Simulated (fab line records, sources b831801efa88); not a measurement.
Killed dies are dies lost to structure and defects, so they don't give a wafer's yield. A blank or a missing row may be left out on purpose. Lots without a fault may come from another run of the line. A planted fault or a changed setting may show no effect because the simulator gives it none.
Which tool did it? | flow sky130 | 14 lots, 42 wafers sampled, at 4 steps of a route of 708

WHAT THE GAUGES READ, wafer by wafer
SKY_VIA1_CD_MEAS_12: target cd 150 nm. Usual: cd_nm 150.2 nm, standard deviation 1.5.
lot  | measured     | on        | cd_nm (nm)        | flag
L490 | day 33 22:23 | cd_sem-02 | 152.0 150.0 150.1 |
L491 | day 34 05:53 | cd_sem-01 | 148.5 147.8 147.2 |
L492 | day 34 09:49 | cd_sem-02 | 150.4 152.8 151.8 |
L493 | day 34 19:17 | cd_sem-01 | 151.3 151.0 150.0 |
L497 | day 36 06:43 | cd_sem-01 | 148.6 148.7 148.5 |
L499 | day 37 02:19 | cd_sem-02 | 151.6 150.9 149.7 |
L500 | day 37 11:05 | cd_sem-02 | 148.4 149.7 149.4 |
L501 | day 37 13:29 | cd_sem-01 | 150.7 148.8 149.6 |
L503 | day 38 06:32 | cd_sem-01 | 147.7 146.4 148.2 |
L507 | day 39 19:57 | cd_sem-01 | 149.5 151.2 150.2 |
L509 | day 40 00:04 | cd_sem-01 | 150.1 150.6 151.1 |
L511 | day 40 11:41 | cd_sem-01 | 148.2 149.0 149.2 |
L512 | day 40 17:07 | cd_sem-01 | 148.5 148.1 148.5 |
L513 | day 40 23:08 | cd_sem-02 | 149.1 150.4 150.2 |

SKY_METAL2_OVL_MEAS_16. Usual: METAL2_OVL 4 nm, standard deviation 5.8.
lot  | measured     | on         | METAL2_OVL (nm) | flag
L490 | day 35 02:59 | overlay-02 | 4 0 5           |
L491 | day 35 09:51 | overlay-01 | 2 9 5           |
L492 | day 35 13:28 | overlay-01 | -6 2 -3         |
L493 | day 35 23:17 | overlay-01 | 10 6 8          |
L497 | day 37 09:38 | overlay-01 | 1 14 4          |
L499 | day 38 05:46 | overlay-02 | 2 1 5           |
L500 | day 38 14:17 | overlay-02 | 12 10 21        |
L501 | day 38 16:37 | overlay-01 | 7 6 14          |
L503 | day 39 08:53 | overlay-01 | 3 -7 0          |
L507 | day 40 21:47 | overlay-01 | -2 5 -2         |
L509 | day 41 01:58 | overlay-02 | -2 6 4          |
L511 | day 41 13:28 | overlay-01 | -6 5 10         |
L512 | day 41 18:41 | overlay-02 | 9 13 11         |
L513 | day 42 01:40 | overlay-01 | 11 10 7         |

WHICH TOOL RAN EACH LOT (tool, then ch and the chambers of the sampled wafers, then the start)
lot  | SKY_LDD_N_IMPLANT_09            | SKY_VIA1_CVD_21
L490 | implanter-03 ch 0, day 17 17:56 | cvd_w-01 ch 0,1, day 33 23:16
L491 | implanter-03 ch 0, day 17 21:39 | cvd_w-02 ch 0,1, day 34 06:49
L492 | implanter-01 ch 0, day 18 07:48 | cvd_w-01 ch 0,1, day 34 10:43
L493 | implanter-03 ch 0, day 18 14:49 | cvd_w-01 ch 0, day 34 20:11
L497 | implanter-01 ch 0, day 20 08:23 | cvd_w-01 ch 0,1, day 36 07:37
L499 | implanter-03 ch 0, day 21 05:01 | cvd_w-02 ch 0,1, day 37 03:12
L500 | implanter-01 ch 0, day 21 17:16 | cvd_w-02 ch 0,1, day 37 11:59
L501 | implanter-01 ch 0, day 21 19:26 | cvd_w-01 ch 0,1, day 37 14:23
L503 | implanter-01 ch 0, day 22 17:04 | cvd_w-02 ch 0,1, day 38 07:25
L507 | implanter-02 ch 0, day 24 14:01 | cvd_w-02 ch 0,1, day 39 20:51
L509 | implanter-02 ch 0, day 24 18:28 | cvd_w-02 ch 0,1, day 40 00:56
L511 | implanter-01 ch 0, day 25 06:50 | cvd_w-01 ch 0, day 40 12:35
L512 | implanter-02 ch 0, day 25 14:43 | cvd_w-02 ch 0,1, day 40 18:04
L513 | implanter-02 ch 0, day 25 23:23 | cvd_w-02 ch 0,1, day 41 00:08
- SKY_LDD_N_IMPLANT_09
- SKY_VIA1_CVD_21: deposits W, target thk 270 nm, time 80.902 s.

WHAT THE TOOLS THEMSELVES READ (means of the sampled wafers that have a number; where no wafer has one, the mark that the record gives instead)
SKY_LDD_N_IMPLANT_09. Usual: rotation_deg 113.00 degrees, standard deviation 0.023.
lot  | tool         | rotation_deg (degrees) | flag
L490 | implanter-03 | 113.00                 |
L491 | implanter-03 | 113.00                 |
L492 | implanter-01 | 112.99                 |
L493 | implanter-03 | 113.00                 |
L497 | implanter-01 | 113.01                 |
L499 | implanter-03 | 113.01                 |
L500 | implanter-01 | 112.99                 |
L501 | implanter-01 | 299.56                 | OFF
L503 | implanter-01 | 299.54                 | OFF
L507 | implanter-02 | 112.98                 |
L509 | implanter-02 | 113.02                 |
L511 | implanter-01 | 112.99                 |
L512 | implanter-02 | 113.01                 |
L513 | implanter-02 | 112.98                 |

SKY_VIA1_CVD_21. Usual: heater_power_w 792 W, standard deviation 44.
lot  | tool     | heater_power_w (W) | flag
L490 | cvd_w-01 | 755                |
L491 | cvd_w-02 | 853                |
L492 | cvd_w-01 | 767                |
L493 | cvd_w-01 | 784                |
L497 | cvd_w-01 | 746                |
L499 | cvd_w-02 | 854                |
L500 | cvd_w-02 | 848                |
L501 | cvd_w-01 | 769                |
L503 | cvd_w-02 | 861                |
L507 | cvd_w-02 | 794                |
L509 | cvd_w-02 | 802                |
L511 | cvd_w-01 | 812                |
L512 | cvd_w-02 | 803                |
L513 | cvd_w-02 | 793                |

THE ANSWER, worked out from the rows above alone
Rule: a lot is off if the mean of its wafers that have a number lies more than 3 standard deviations from the usual mean. A lot without any number at a reading at which 4 lots or more have one is off too. The other lots that the step has rows for count as sound. The gauges are gone through in route order, then the tools' own readings, and for those a lot's mean is taken as printed above. The first step at which some lot is off is used, and at that step the reading that is off furthest; a lot without a number counts as furthest.
Off: L501, L503, at SKY_LDD_N_IMPLANT_09 (rotation_deg).
A tool fits if, at that step or a process step before it, it ran every lot that is off, and no sound lot after the first of them. None of those tried fits.

WHAT THE SIMULATOR HAD PUT IN
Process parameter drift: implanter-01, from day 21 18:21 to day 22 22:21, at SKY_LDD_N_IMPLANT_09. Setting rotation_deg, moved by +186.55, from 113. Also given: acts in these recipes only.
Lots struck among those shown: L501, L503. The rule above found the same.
